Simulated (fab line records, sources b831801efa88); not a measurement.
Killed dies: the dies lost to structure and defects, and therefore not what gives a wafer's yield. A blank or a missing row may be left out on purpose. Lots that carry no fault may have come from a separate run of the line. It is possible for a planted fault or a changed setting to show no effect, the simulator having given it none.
Chamber matching -- flow sky130 -- SKY_VIA3_HDPCVD_00 on hdpcvd-01: 3 sister chambers
The step deposits SiO2, target thk 1635 nm, time 272.5 s. 16 wafers are shown with their chamber, then 7 later ones without.

## WAFERS WITH THEIR CHAMBER
wafer,chamber,sih4FlowSccm (sccm)
L644.1,1,60.08
L644.2,2,59.86
L644.6,2,59.86
L645.1,2,60.31
L645.4,2,60.25
L645.6,1,59.89
L646.4,2,59.91
L646.5,0,60.25
L646.6,1,59.93
L647.3,0,60.19
L647.5,1,60.12
L647.6,0,60.03
L648.3,1,60.11
L648.4,0,60.22
L648.6,1,59.86
L649.1,2,59.62

SIGNATURES, as means of the wafers listed above
reading,chamber 0,chamber 1,chamber 2,scatter within a chamber
sih4FlowSccm,60.1725,59.9983,59.9683,0.185
Rule: for a wafer and a chamber, the distance is found by dividing, reading by reading, the gap between the wafer's reading and the chamber's mean by the reading's scatter, squaring, summing and taking the root. The wafer belongs to the nearest chamber; if the next one is less than 2 further off, it can't be placed. How the scatter is found: for the shown wafers, subtract from each reading the mean of its chamber, square and add these, divide the total by (wafers less chambers), then take the root.

## WAFERS WITHOUT THEIR CHAMBER
wafer,sih4FlowSccm (sccm)
L649.2,59.80
L649.3,60.06
L654.1,60.23
L654.2,60.00
L654.5,59.97
L655.3,60.15
L655.5,59.90

## WHICH CHAMBER EACH WENT THROUGH
wafer,from the rows above,in truth
L649.2,can't be placed: 2 or 1 or 0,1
L649.3,can't be placed: 1 or 2 or 0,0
L654.1,can't be placed: 0 or 1 or 2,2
L654.2,can't be placed: 1 or 2 or 0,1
L654.5,can't be placed: 2 or 1 or 0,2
L655.3,can't be placed: 0 or 1 or 2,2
L655.5,can't be placed: 2 or 1 or 0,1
Correctly placed: 0 of 7. These rows do not allow placing 7 (true chamber among the candidates in 7). Number placed wrongly: 0.
